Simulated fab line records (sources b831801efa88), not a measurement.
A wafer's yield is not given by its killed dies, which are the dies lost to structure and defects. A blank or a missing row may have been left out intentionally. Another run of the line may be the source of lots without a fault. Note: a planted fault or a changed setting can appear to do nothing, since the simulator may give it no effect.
The tool behind it: which one?    flow sky130    45 wafers from 15 lots sampled at 6 of the route's 708 steps

## WHAT THE GAUGES READ, wafer by wafer
SKY_VIA2_OVL_MEAS_13. Usual: VIA2_OVL gives -2 nm (standard deviation 5).
lot   measured      on          VIA2_OVL (nm)  flag
L623  day 35 17:49  overlay-02  -5 -4 -2       
L626  day 37 18:43  overlay-01  -3 -7 2        
L628  day 38 13:43  overlay-01  4 3 0          
L629  day 39 04:51  overlay-01  -10 -2 1       
L631  day 39 05:13  overlay-02  -5 -3 -12      
L630  day 39 09:39  overlay-01  3 -2 0         
L632  day 39 10:18  overlay-02  -4 3 6         
L636  day 41 03:28  overlay-01  3 2 4          
L635  day 41 05:33  overlay-02  0 -11 -4       
L634  day 41 06:12  overlay-02  -11 -14 -3     
L637  day 41 08:01  overlay-02  -6 -5 -5       
L643  day 42 12:07  overlay-02  2 -9 -2        
L644  day 42 13:04  overlay-02  -8 0 -1        
L645  day 42 18:00  overlay-01  -5 -10 -7      
L646  day 43 07:01  overlay-02  6 -7 -2        

SKY_CAPM_RS_MEAS_03: the measuring method here is four-point-probe. Usual: CAPM_TIN_RS gives 6.91 ohm/sq (standard deviation 0.064).
lot   measured      on             CAPM_TIN_RS (ohm/sq)  flag
L623  day 35 19:34  film_metro-02  6.94 6.98 6.98        
L626  day 37 20:28  film_metro-04  6.90 6.98 6.86        
L628  day 38 15:31  film_metro-04  6.81 6.89 6.82        
L629  day 39 06:36  film_metro-04  6.86 6.85 6.88        
L631  day 39 06:59  film_metro-04  6.75 6.84 6.83        
L630  day 39 11:24  film_metro-04  6.89 6.88 6.84        
L632  day 39 12:03  film_metro-04  6.88 6.83 6.86        
L636  day 41 05:17  film_metro-01  6.95 6.92 6.90        
L635  day 41 07:19  film_metro-02  6.83 6.87 6.81        
L634  day 41 07:59  film_metro-02  6.99 7.03 7.05        
L637  day 41 09:52  film_metro-04  6.98 6.91 6.93        
L643  day 42 13:57  film_metro-02  6.83 6.83 6.87        
L644  day 42 14:52  film_metro-04  6.92 6.91 6.91        
L645  day 42 19:52  film_metro-04  6.96 6.97 7.02        
L646  day 43 08:46  film_metro-01  6.84 6.85 6.84        

SKY_VIA3_CD_MEAS_12: the cd target is 200 nm. Usual: 200.1 nm for cd_nm, sd 1.7.
lot   measured      on         cd_nm (nm)         flag
L623  day 39 02:44  cd_sem-02  199.1 197.6 197.8  
L626  day 41 00:37  cd_sem-02  196.9 198.7 196.7  
L628  day 41 18:38  cd_sem-02  198.8 198.9 199.2  
L629  day 42 08:37  cd_sem-02  202.2 200.1 200.5  
L631  day 42 09:39  cd_sem-01  199.1 200.1 199.0  
L630  day 42 13:17  cd_sem-02  200.8 200.3 200.9  
L632  day 42 13:58  cd_sem-01  201.7 200.1 200.3  
L637  day 44 09:40  cd_sem-02  198.0 200.5 200.4  
L643  day 45 11:32  cd_sem-01  201.3 200.7 199.9  
L644  day 45 12:04  cd_sem-01  199.6 201.3 200.8  
L645  day 45 16:01  cd_sem-01  205.3 202.6 203.9  
L646  day 46 04:00  cd_sem-01  199.0 199.7 199.6  

## WHAT TOOL EACH LOT RAN ON (gives the tool, then ch and the chambers of the sampled wafers, and finally the start)
lot   SKY_METAL3_ETCH_16                 SKY_METAL3_ETCH_17                  SKY_METAL3_STRIP_19
L623  rie_metal-01 ch 0,1, day 38 00:33  rie_diel-04 ch 0,1,2, day 38 00:39  plasma_asher-02 ch 0,1, day 38 00:51
L626  rie_metal-02 ch 0, day 39 22:32    rie_diel-04 ch 0,3, day 39 22:44    plasma_asher-04 ch 0,1, day 39 22:56
L628  rie_metal-04 ch 0, day 40 16:36    rie_diel-04 ch 0,1,3, day 40 16:42  plasma_asher-04 ch 0, day 40 16:54
L629  rie_metal-01 ch 0,1, day 41 07:46  rie_diel-03 ch 0,1,3, day 41 07:52  plasma_asher-03 ch 0, day 41 08:04
L631  rie_metal-02 ch 0, day 41 08:26    rie_diel-01 ch 0,2,3, day 41 08:32  plasma_asher-03 ch 0,1, day 41 08:44
L630  rie_metal-02 ch 0,1, day 41 12:34  rie_diel-04 ch 0,1,3, day 41 12:40  plasma_asher-03 ch 0,1, day 41 12:52
L632  rie_metal-04 ch 0,1, day 41 13:08  rie_diel-03 ch 0,1,3, day 41 13:14  plasma_asher-04 ch 0,1, day 41 13:26
L636  rie_metal-01 ch 0,1, day 43 04:24  rie_diel-03 ch 0,1,3, day 43 04:30  plasma_asher-03 ch 1, day 43 04:42
L635  rie_metal-02 ch 1, day 43 05:38    rie_diel-01 ch 1,2, day 43 05:44    plasma_asher-03 ch 1, day 43 05:56
L634  rie_metal-02 ch 0,1, day 43 07:45  rie_diel-01 ch 2,3, day 43 07:51    plasma_asher-02 ch 0,1, day 43 08:03
L637  rie_metal-04 ch 0,1, day 43 09:03  rie_diel-03 ch 1,2,3, day 43 09:09  plasma_asher-04 ch 0,1, day 43 09:21
L643  rie_metal-02 ch 0,1, day 44 12:58  rie_diel-03 ch 0,1,3, day 44 13:04  plasma_asher-04 ch 0,1, day 44 13:16
L644  rie_metal-01 ch 0,1, day 44 13:23  rie_diel-01 ch 0,1,2, day 44 13:26  plasma_asher-03 ch 0,1, day 44 13:40
L645  rie_metal-01 ch 0, day 44 17:06    rie_diel-01 ch 0,1,3, day 44 17:18  plasma_asher-02 ch 0,1, day 44 17:29
L646  rie_metal-04 ch 0,1, day 45 05:43  rie_diel-01 ch 0,1, day 45 05:49    plasma_asher-02 ch 0,1, day 45 06:01
- SKY_METAL3_ETCH_16: etches BARC in N2/H2, stops on SiO2, time 88.2 s, target depth 60 nm.
- SKY_METAL3_ETCH_17: etches SiO2 in C4F8/O2/Ar, stops on TiN, time 3.9 s, target depth 15 nm.
- SKY_METAL3_STRIP_19: strips in O2/N2.

## WHAT THE TOOLS THEMSELVES READ (means of the sampled wafers that have a number; where no wafer has one, the mark that the record gives instead)
SKY_METAL3_ETCH_16. Usual: bias_w 100.0 W, standard deviation 0.32; chamber_pressure_mTorr 30.003 mTorr, standard deviation 0.026; drypump_motor_current_A 6.0 A, standard deviation 0.44; oes_product_au 0.626 a.u., standard deviation 0.0048; throttle_valve_pct 13.204 %, standard deviation 0.0098.
lot   tool          bias_w (W)  chamber_pressure_mTorr (mTorr)  drypump_motor_current_A (A)  oes_product_au (a.u.)  throttle_valve_pct (%)  flag
L623  rie_metal-01  99.6        29.973                          5.7                          0.627                  13.201                  
L626  rie_metal-02  100.1       29.996                          6.4                          0.624                  13.196                  
L628  rie_metal-04  100.2       29.991                          5.9                          0.627                  13.199                  
L629  rie_metal-01  100.3       29.996                          5.4                          0.630                  13.195                  
L631  rie_metal-02  100.0       29.995                          6.4                          0.629                  13.204                  
L630  rie_metal-02  100.0       30.024                          6.2                          0.623                  13.211                  
L632  rie_metal-04  100.3       30.008                          6.1                          0.621                  13.211                  
L636  rie_metal-01  -           -                               -                            -                      -                       OFF
L635  rie_metal-02  -           -                               -                            -                      -                       OFF
L634  rie_metal-02  -           -                               -                            -                      -                       OFF
L637  rie_metal-04  100.3       30.016                          6.1                          0.626                  13.204                  
L643  rie_metal-02  99.9        30.021                          6.2                          0.627                  13.201                  
L644  rie_metal-01  100.0       30.007                          5.4                          0.624                  13.209                  
L645  rie_metal-01  99.5        30.013                          5.9                          0.628                  13.208                  
L646  rie_metal-04  100.0       30.007                          6.1                          0.620                  13.199                  

SKY_METAL3_ETCH_17. Usual: bias_w 1200 W, standard deviation 3.5; chamber_pressure_mTorr 40.00 mTorr, standard deviation 0.035; oes_product_au 0.757 a.u., standard deviation 0.0072.
lot   tool         bias_w (W)  chamber_pressure_mTorr (mTorr)  oes_product_au (a.u.)  flag
L623  rie_diel-04  1201        39.99                           0.747                  
L626  rie_diel-04  1201        40.00                           0.752                  
L628  rie_diel-04  1203        40.01                           0.766                  
L629  rie_diel-03  1199        40.00                           0.755                  
L631  rie_diel-01  1203        40.00                           0.762                  
L630  rie_diel-04  1198        39.96                           0.758                  
L632  rie_diel-03  1198        40.04                           0.760                  
L636  rie_diel-03  1199        40.01                           0.370                  OFF
L635  rie_diel-01  1203        40.00                           0.377                  OFF
L634  rie_diel-01  1202        40.04                           0.373                  OFF
L637  rie_diel-03  1199        39.96                           0.760                  
L643  rie_diel-03  1198        40.01                           0.755                  
L644  rie_diel-01  1200        39.99                           0.752                  
L645  rie_diel-01  1203        39.97                           0.751                  
L646  rie_diel-01  1203        40.00                           0.756                  

SKY_METAL3_STRIP_19. Usual: drypump_motor_current_A 5.7 A, standard deviation 0.4; oes_product_au 0.508 a.u., standard deviation 0.0052; strip_time_to_endpoint_s 6.68 s, standard deviation 0.078.
lot   tool             drypump_motor_current_A (A)  oes_product_au (a.u.)  strip_time_to_endpoint_s (s)  flag
L623  plasma_asher-02  5.3                          0.508                  6.69                          
L626  plasma_asher-04  6.1                          0.510                  6.74                          
L628  plasma_asher-04  6.1                          0.509                  6.61                          
L629  plasma_asher-03  5.3                          0.507                  6.66                          
L631  plasma_asher-03  5.5                          0.512                  6.76                          
L630  plasma_asher-03  5.5                          0.512                  6.76                          
L632  plasma_asher-04  6.1                          0.508                  6.71                          
L636  plasma_asher-03  5.9                          0.530                  7.20                          OFF
L635  plasma_asher-03  5.9                          0.527                  7.20                          OFF
L634  plasma_asher-02  5.3                          0.532                  7.22                          OFF
L637  plasma_asher-04  6.1                          0.511                  6.65                          
L643  plasma_asher-04  6.1                          0.504                  6.65                          
L644  plasma_asher-03  5.7                          0.503                  6.65                          
L645  plasma_asher-02  5.2                          0.512                  6.65                          
L646  plasma_asher-02  5.3                          0.511                  6.70                          

## THE ANSWER, worked out from the rows above alone
Rule: a lot counts as off when the mean over its wafers that have a number is more than 3 standard deviations away from the usual mean. A lot without any number at a reading at which 4 lots or more have one is off too. Any other lot the step has rows for is counted as sound. First the gauges in route order, then the tools' own readings, where a lot's mean is used as printed above. At the first step where some lot is off, the reading lying furthest off is the one used; lots without a number count as furthest.
Off at SKY_METAL3_ETCH_16 (bias_w): L636, L635, L634. Without a number there: L636, L635, L634.
A tool fits if, at that step or a process step before it, it ran every lot that is off, and no sound lot after the first of them. None of those tried fits.

## WHAT THE SIMULATOR HAD INSERTED
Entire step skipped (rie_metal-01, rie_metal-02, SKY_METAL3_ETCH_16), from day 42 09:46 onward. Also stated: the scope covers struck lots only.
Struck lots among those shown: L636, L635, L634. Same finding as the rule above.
